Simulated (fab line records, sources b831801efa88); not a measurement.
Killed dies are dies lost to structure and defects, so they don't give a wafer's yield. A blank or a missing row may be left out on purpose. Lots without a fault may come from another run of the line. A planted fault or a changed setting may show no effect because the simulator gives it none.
Split-lot experiment | flow sky130 | 5 lots, 23 wafers read, on a route of 708 steps

THE SPLIT
At SKY_METAL5_SPUTTER_01 (material TiN, target thk 20 nm, time 16.7 s), the setting time_s was moved away from the recipe's 16.7 s on 7 of the 23 wafers read, by -15.0% to +11.0%. The other wafers ran this setting at the recipe's value.

The reading is taken at the split's own step.

THE READING
TiN_of_METAL5_SPUTTER_01.thk_nm (the simulator's own value, which no gauge read), in nm, at SKY_METAL5_SPUTTER_01 (material TiN, target thk 20 nm, time 16.7 s). The file gives no usual value for it. The 16 wafers here that ran the recipe average 20.33 nm, standard deviation 0.25 nm.

wafer  | tool, chamber at the split | time_s as run, s | against the recipe | TiN_of_METAL5_SPUTTER_01.thk_nm, nm | against lot-mates on the recipe
L074.1 | pvd_sputter-04, -          | 16.7             | recipe             | 20.46                               | -
L074.2 | pvd_sputter-04, -          | 16.7             | recipe             | 20.77                               | -
L074.3 | pvd_sputter-04, -          | 16.7             | recipe             | 20.32                               | -
L074.4 | pvd_sputter-04, -          | 16.7             | recipe             | 20.35                               | -
L074.5 | pvd_sputter-04, -          | 16.7             | recipe             | 20.54                               | -
L076.1 | pvd_sputter-01, -          | 14.2             | -15.0%             | 16.9                                | -3.09
L076.2 | pvd_sputter-01, -          | 16.7             | recipe             | 20.16                               | -
L076.3 | pvd_sputter-01, -          | 16.7             | recipe             | 19.83                               | -
L076.5 | pvd_sputter-01, -          | 14.2             | -15.0%             | 16.89                               | -3.10
L076.6 | pvd_sputter-01, -          | 14.2             | -15.0%             | 17.06                               | -2.93
L079.1 | pvd_sputter-04, -          | 16.7             | recipe             | 20.1                                | -
L079.3 | pvd_sputter-04, -          | 16.7             | recipe             | 20.49                               | -
L079.5 | pvd_sputter-04, -          | 16.7             | recipe             | 20.18                               | -
L082.1 | pvd_sputter-04, -          | 15.36            | -8.0%              | 18.72                               | -1.85
L082.2 | pvd_sputter-04, -          | 16.7             | recipe             | 20.6                                | -
L082.4 | pvd_sputter-04, -          | 15.36            | -8.0%              | 18.95                               | -1.62
L082.5 | pvd_sputter-04, -          | 16.7             | recipe             | 20.65                               | -
L082.6 | pvd_sputter-04, -          | 16.7             | recipe             | 20.45                               | -
L084.1 | pvd_sputter-02, -          | 18.54            | +11.0%             | 22.64                               | +2.51
L084.2 | pvd_sputter-02, -          | 16.7             | recipe             | 20.01                               | -
L084.4 | pvd_sputter-02, -          | 16.7             | recipe             | 20.29                               | -
L084.5 | pvd_sputter-02, -          | 18.54            | +11.0%             | 22.46                               | +2.33
L084.6 | pvd_sputter-02, -          | 16.7             | recipe             | 20.1                                | -

THE FIT
A straight line over all 23 wafers: TiN_of_METAL5_SPUTTER_01.thk_nm changes by +0.215 nm for each +1% of time_s; r = +0.99; the points scatter about the line by 0.25 nm.
The same after taking each lot's own level away (the mean of its wafers on the recipe; 23 wafers): +0.209 nm for each +1%; r = +0.99; scatter 0.14 nm.
On that fit, the largest move of time_s shifts the reading by 3.1 nm.
The lots' own levels span 19.995 to 20.567 nm, that is 2.3 times the standard deviation above.
So the lot-to-lot level changes the slope little: the two slopes agree.
Check: with one of the wafers moved furthest among these (-15.0%) left out of the fit, the line predicts -3.12 nm for it against its lot-mates. It came out at -3.09 nm against them.

OTHER SPLITS ON THESE WAFERS
These wafers also went through other splits before the reading. Each is held against what the fit with the lots' levels taken away leaves over:
other split on the same wafers          | wafers away from the commonest value | r with TiN_of_METAL5_SPUTTER_01.thk_nm (lot level and that fit taken away)
SKY_METAL4_METAL_ETCH_18 over_etch_frac | 6                                    | +0.24
SKY_VIA4_CMP_02 leave_above_ref_nm      | 9                                    | +0.14
SKY_VIA4_COAT_06 spin_rpm               | 11                                   | +0.03

THE FILE'S OWN FIT
TiN_of_METAL5_SPUTTER_01.thk_nm changes by +0.21 nm for each +1% of time_s, r = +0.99.
